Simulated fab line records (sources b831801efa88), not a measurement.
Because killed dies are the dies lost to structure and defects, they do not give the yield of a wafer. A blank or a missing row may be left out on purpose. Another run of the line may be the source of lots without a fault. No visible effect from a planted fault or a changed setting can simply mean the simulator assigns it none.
A lot that was struck, set against a sound lot / flow sky130 / 15 out of 708 route steps
Sound: the wafers L657.1, L657.2, L657.6. Struck: wafer L676.1 (left out: L676.2, L676.3 of the same lot, which were not struck); the cause appears at the end.
At each step with rows: each side's tool, then ch and its chambers, then its first start. Under that, the readings that differ: sound wafers / struck wafers / difference of the means / sigmas: that difference in standard deviations of wafers without a fault.
alike: readings whose means differ by less than 2 such deviations, and words and numbers that are the same on both sides. not compared: withheld readings, readings that some wafer has no value for, bounds like >300 that may hide the same value, and numbers for which the record gives no deviation and whose values overlap.
Wherever a step has rows on one side only, a row that says differs or no value, or a row with sigmas, the two part there. Non-overlapping numbers with no deviation appear without sigmas and do not part them. A reading missing from all wafers of one side parts the sides only when that side holds two or more wafers.

first, 8 steps without rows for these wafers: SKY_VIA3_DEHYDRATE_04 (time 60 s); SKY_VIA3_HMDS_05 (prime time 60 s); SKY_VIA3_COAT_06 (resist thk 60 nm); SKY_VIA3_COAT_07 (resist thk 450 nm); SKY_VIA3_SOFTBAKE_08 (time 90 s); SKY_VIA3_EXPOSE_09 (exposes mask VIM3, target cd 200 nm); SKY_VIA3_PEB_10; SKY_VIA3_DEVELOP_11 (develop time 60 s).
SKY_VIA3_CD_MEAS_12: target cd 200 nm.
  sound: cd-sem-01 at day 40 18:05; struck: cd-sem-01 at day 45 15:45
reading=cd-nm (nm); sound=203.1 201.8 202.4; struck=199.0; difference=-3.4; sigmas=-2
SKY_VIA3_OVL_MEAS_13:
  sound: overlay-01 at day 40 18:12; struck: overlay-01 at day 45 15:52
  alike: VIA3_OVL
SKY_VIA3_ETCH_14: etches BARC in N2/H2, stops on SiO2, time 45.9 s, target depth 60 nm.
  sound on rie-diel-01 ch 1,2,3, day 40 18:14; struck on rie-diel-04 ch 1, day 45 15:54
  alike: drypump-motor-current-A, h2-flow-sccm, oes-product-au, throttle-valve-pct
  not compared: rf-hours-counter-h
SKY_VIA3_ETCH_15: etches SiO2 in C4F8/O2/Ar, stops on TiN, target depth 507 nm, time 78 s.
  sound on rie-diel-01 ch 1,2,3, day 40 18:17; struck on rie-diel-04 ch 1, day 45 15:56
  alike: oes-product-au
  not compared: rf-hours-counter-h
SKY_VIA3_STRIP_16: strips in O2/N2.
  sound on plasma-asher-01 ch 0,1, day 40 18:20; struck on plasma-asher-01 ch 1, day 45 16:00
reading=chamber-pressure-mTorr (mTorr); sound=1497.4 1500.4 1499.9; struck=1801.6; difference=+302.4; sigmas=+99 or more
reading=strip-time-to-endpoint-s (s); sound=4.15 4.12 4.15; struck=3.95; difference=-0.19; sigmas=-5
  alike: drypump-motor-current-A, oes-product-au
  not compared: rf-hours-counter-h
then, 1 step without rows for these wafers: SKY_VIA3_STRIP_17 (strips in post etch residue remover, time 1200 s).
-- the record jumps here: 5 days lie between the struck wafers' starts before and after (it left off in module VIA3 and takes up again in module PAD_OPEN, whose first step shown is number 708 of the route) --
SKY_PAD_OPEN_PROBE_99:
  sound: prober-02 at day 46 18:56; struck: prober-01 at day 50 14:37
reading=killed-at-front-end; sound=23 16 11; struck=4; difference=-13; sigmas=-3
reading=killed-short; sound=41 43 31; struck=25; difference=-13; sigmas=-2
reading=model.etest.pfet-g5v0d10v5.vt-sat-v (V); sound=-0.6277 -0.6524 -0.6303; struck=-0.6547; difference=-0.0179; sigmas=
reading=model.etest.pfet-g5v0d10v5.vt-v (V); sound=-0.8226 -0.849 -0.8244; struck=-0.853; difference=-0.021; sigmas=
reading=model.etest.pfet-g5v0d10v5.vt-long-v (V); sound=-0.9312 -0.9331 -0.9319; struck=-0.9277; difference=+0.0044; sigmas=
reading=model.etest.pfet_01v8_lvt.vt-sat-v (V); sound=-0.4517 -0.4536 -0.4496; struck=-0.437; difference=+0.015; sigmas=
reading=model.etest.pfet_01v8_lvt.vt-v (V); sound=-0.5434 -0.5454 -0.5418; struck=-0.5295; difference=+0.0140; sigmas=
reading=model.etest.pfet_01v8_lvt.vt-long-v (V); sound=-0.6585 -0.6614 -0.6579; struck=-0.6483; difference=+0.0110; sigmas=
  alike: killed_at_M0_to_M3, killed_at_M4_up, killed-at-contacts, killed-at-other, killed-dies, killed-open
  not compared: model.etest.pfet-g5v0d10v5.off-log10-a-um, model.etest.pfet_16v.vt-v

== WHERE THEY PART ==
Earliest at SKY_VIA3_CD_MEAS_12; latest, in this record, at SKY_PAD_OPEN_PROBE_99.

WHY: what the simulator had put in
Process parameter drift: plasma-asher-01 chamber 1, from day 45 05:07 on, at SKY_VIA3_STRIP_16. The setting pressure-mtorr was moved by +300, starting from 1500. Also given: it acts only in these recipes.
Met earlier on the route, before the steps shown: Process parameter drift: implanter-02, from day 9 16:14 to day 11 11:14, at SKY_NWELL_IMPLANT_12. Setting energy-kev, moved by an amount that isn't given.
